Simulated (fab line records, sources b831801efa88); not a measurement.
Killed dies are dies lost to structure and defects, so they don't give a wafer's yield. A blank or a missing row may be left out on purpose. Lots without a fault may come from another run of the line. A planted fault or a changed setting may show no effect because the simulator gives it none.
Which tool did it? | flow sfq_line | 14 lots, 40 wafers sampled, at 5 steps of a route of 325

WHAT THE GAUGES READ, wafer by wafer
SFQ_I4_OVL_MEAS_928.
lot  | measured     | on         | I4_OVL (nm)
L388 | day 37 13:35 | overlay-02 | 12 6 5
L389 | day 37 14:47 | overlay-02 | 0 -6 -1
L390 | day 38 00:23 | overlay-01 | -5 -7 -5
L391 | day 38 16:59 | overlay-01 | 1 4 4
L393 | day 39 14:32 | overlay-01 | -5 -12 -4
L394 | day 39 19:20 | overlay-01 | -2 6 -1
L396 | day 44 14:42 | overlay-02 | -1 2 2
L398 | day 46 12:26 | overlay-02 | -9 0
L400 | day 54 11:31 | overlay-01 | 2 4
L406 | day 54 19:54 | overlay-02 | 4 8 7
L408 | day 55 00:43 | overlay-02 | -1 -5 -1
L409 | day 55 02:02 | overlay-02 | 6 -4 6
L410 | day 55 04:45 | overlay-01 | 2 3 -1
L411 | day 55 06:31 | overlay-01 | 0 -4 0

SFQ_M8_OVL_MEAS_948.
lot  | measured     | on         | M8_OVL (nm)
L388 | day 68 16:04 | overlay-02 | 2 3 2
L389 | day 68 18:29 | overlay-02 | 1 1 -3
L390 | day 68 19:41 | overlay-02 | 6 1 10
L391 | day 68 20:52 | overlay-02 | -5 0 1
L393 | day 70 19:38 | overlay-02 | 6 13 5
L394 | day 70 23:13 | overlay-02 | 2 5 0
L396 | day 71 20:49 | overlay-01 | -3 3 2
L398 | day 75 03:07 | overlay-02 | -12 -16
L400 | day 75 12:06 | overlay-01 | -2 -6
L406 | day 80 22:05 | overlay-01 | 8 3 8
L408 | day 81 05:17 | overlay-02 | 0 4 -2
L409 | day 81 10:30 | overlay-02 | 0 1 -1
L410 | day 81 12:55 | overlay-02 | 4 0 4
L411 | day 81 14:07 | overlay-02 | 5 6 9

WHICH TOOL RAN EACH LOT (tool, then ch and the chambers of the sampled wafers, then the start)
lot  | SFQ_TRILAYER_L0_CAP_PECVD_011   | SFQ_TRILAYER_L0_VIA_ETCH_VIA_ETCH_016 | SFQ_TRILAYER_A5C_DEP_PECVD_142
L388 | pecvd-04 ch 0,1,2, day 2 11:16  | rie_diel-04 ch 0,2, day 4 22:02       | pecvd-03 ch 0,1,2, day 47 05:04
L389 | pecvd-04 ch 0,2, day 2 13:41    | rie_diel-01 ch 0,3, day 4 23:14       | pecvd-04 ch 0,1, day 47 06:16
L390 | pecvd-03 ch 0,1,2, day 4 07:53  | rie_diel-02 ch 0,2,3, day 7 16:21     | pecvd-02 ch 0,1, day 47 07:28
L391 | pecvd-03 ch 0,1, day 4 16:50    | rie_diel-01 ch 1,2, day 8 09:24       | pecvd-03 ch 0,1, day 47 08:40
L393 | pecvd-04 ch 0,1,2, day 5 13:07  | rie_diel-01 ch 1,2, day 9 04:36       | pecvd-03 ch 0,1,2, day 47 12:16
L394 | pecvd-01 ch 0,1,2, day 5 17:54  | rie_diel-02 ch 1,2, day 9 09:24       | pecvd-04 ch 1,2, day 47 14:40
L396 | pecvd-01 ch 1,2, day 6 05:11    | rie_diel-01 ch 0,2,3, day 10 04:36    | pecvd-02 ch 0,1,2, day 48 00:16
L398 | pecvd-01 ch 0, day 6 18:23      | rie_diel-04 ch 0,1, day 10 18:09      | pecvd-04 ch 1,2, day 49 01:28
L400 | pecvd-01 ch 0, day 7 08:46      | rie_diel-04 ch 1,3, day 11 09:46      | pecvd-02 ch 0,2, day 61 09:32
L406 | pecvd-04 ch 0,1,2, day 9 00:37  | rie_diel-02 ch 0,1,2, day 13 06:13    | pecvd-02 ch 0,1,2, day 65 04:38
L408 | pecvd-04 ch 0,1,2, day 9 09:01  | rie_diel-04 ch 0,1,3, day 13 19:25    | pecvd-02 ch 0,1,2, day 65 08:14
L409 | pecvd-03 ch 0,1,2, day 9 16:13  | rie_diel-04 ch 0,1,3, day 14 02:37    | pecvd-04 ch 0,1,2, day 65 09:26
L410 | pecvd-04 ch 0,1, day 9 23:25    | rie_diel-04 ch 1,2,3, day 14 07:25    | pecvd-03 ch 0,1, day 65 10:38
L411 | pecvd-01 ch 0,1,2, day 10 07:49 | rie_diel-02 ch 0,2,3, day 14 17:01    | pecvd-02 ch 0,1, day 65 16:38
- SFQ_TRILAYER_L0_CAP_PECVD_011: deposits SiO2 from SiH4/N2O, time 13.333 s, target thk 60 nm.
- SFQ_TRILAYER_L0_VIA_ETCH_VIA_ETCH_016: etches SiO2 in CHF3, stops on MoNx KI, target depth 80 nm.
- SFQ_TRILAYER_A5C_DEP_PECVD_142: deposits SiO2 from SiH4/N2O, time 15.556 s, target thk 70 nm.

WHAT THE TOOLS THEMSELVES READ (means of the sampled wafers that have a number; where no wafer has one, the mark that the record gives instead)
SFQ_TRILAYER_L0_CAP_PECVD_011.
lot  | tool     | heater_power_w (W) | susceptor_temp_C (C) | throttle_valve_pct (%)
L388 | pecvd-04 | 79                 | 150.12               | 23.0
L389 | pecvd-04 | 83                 | 150.13               | 22.6
L390 | pecvd-03 | 87                 | 149.99               | 27.3
L391 | pecvd-03 | 87                 | 150.06               | 26.2
L393 | pecvd-04 | 79                 | 149.95               | 23.0
L394 | pecvd-01 | 83                 | 150.13               | 26.9
L396 | pecvd-01 | 80                 | 150.11               | 25.3
L398 | pecvd-01 | 86                 | 150.01               | 30.9
L400 | pecvd-01 | 79                 | 150.06               | 31.4
L406 | pecvd-04 | 82                 | 150.04               | 23.2
L408 | pecvd-04 | 86                 | 149.99               | 23.2
L409 | pecvd-03 | 86                 | 149.95               | 27.4
L410 | pecvd-04 | 90                 | 149.85               | 23.1
L411 | pecvd-01 | 88                 | 150.02               | 22.9

SFQ_TRILAYER_L0_VIA_ETCH_VIA_ETCH_016.
lot  | tool        | drypump_motor_current_A (A) | oes_product_au (a.u.)
L388 | rie_diel-04 | 6.1                         | 0.850
L389 | rie_diel-01 | 6.0                         | 0.843
L390 | rie_diel-02 | 6.1                         | 0.843
L391 | rie_diel-01 | 4.9                         | 0.838
L393 | rie_diel-01 | 4.9                         | 0.839
L394 | rie_diel-02 | 5.4                         | 0.835
L396 | rie_diel-01 | 5.5                         | 0.830
L398 | rie_diel-04 | 5.8                         | 0.822
L400 | rie_diel-04 | 5.5                         | 0.822
L406 | rie_diel-02 | 5.7                         | 0.840
L408 | rie_diel-04 | 5.7                         | 0.837
L409 | rie_diel-04 | 5.7                         | 0.849
L410 | rie_diel-04 | 5.7                         | 0.846
L411 | rie_diel-02 | 6.0                         | 0.842

SFQ_TRILAYER_A5C_DEP_PECVD_142.
lot  | tool     | heater_power_w (W) | susceptor_temp_C (C) | throttle_valve_pct (%)
L388 | pecvd-03 | 88                 | 149.99               | 23.6
L389 | pecvd-04 | 85                 | 150.14               | 23.8
L390 | pecvd-02 | 84                 | 150.07               | 23.3
L391 | pecvd-03 | 88                 | 150.01               | 23.6
L393 | pecvd-03 | 81                 | 150.03               | 23.5
L394 | pecvd-04 | 82                 | 150.11               | 24.4
L396 | pecvd-02 | 82                 | 149.91               | 23.9
L398 | pecvd-04 | 85                 | 150.04               | 24.8
L400 | pecvd-02 | 74                 | 149.94               | 25.4
L406 | pecvd-02 | 82                 | 150.13               | 25.3
L408 | pecvd-02 | 81                 | 150.02               | 25.4
L409 | pecvd-04 | 90                 | 150.02               | 23.5
L410 | pecvd-03 | 85                 | 150.08               | 24.3
L411 | pecvd-02 | 84                 | 149.80               | 24.9

THE ANSWER, worked out from the rows above alone
Rule: what is usual is taken from the lots themselves. Put in order of their means at a reading, lots are off if they are a third of the lots or fewer, leave a main group of 4 or more, and stand apart from it by a gap of 3 or more times the standard deviation of the main group's means; of several such gaps the widest counts. A main group whose means are all the same, to the digits that the tables above print for the reading, isn't used. A lot without any number at a reading at which 4 lots or more have one is off too. The other lots that the step has rows for count as sound. The gauges are gone through in route order, then the tools' own readings, and for those a lot's mean is taken as printed above. The first step at which some lot is off is used, and at that step the reading that is off furthest; a lot without a number counts as furthest.
No lot is off at any reading shown: from this, nothing can be told.

WHAT THE SIMULATOR HAD PUT IN
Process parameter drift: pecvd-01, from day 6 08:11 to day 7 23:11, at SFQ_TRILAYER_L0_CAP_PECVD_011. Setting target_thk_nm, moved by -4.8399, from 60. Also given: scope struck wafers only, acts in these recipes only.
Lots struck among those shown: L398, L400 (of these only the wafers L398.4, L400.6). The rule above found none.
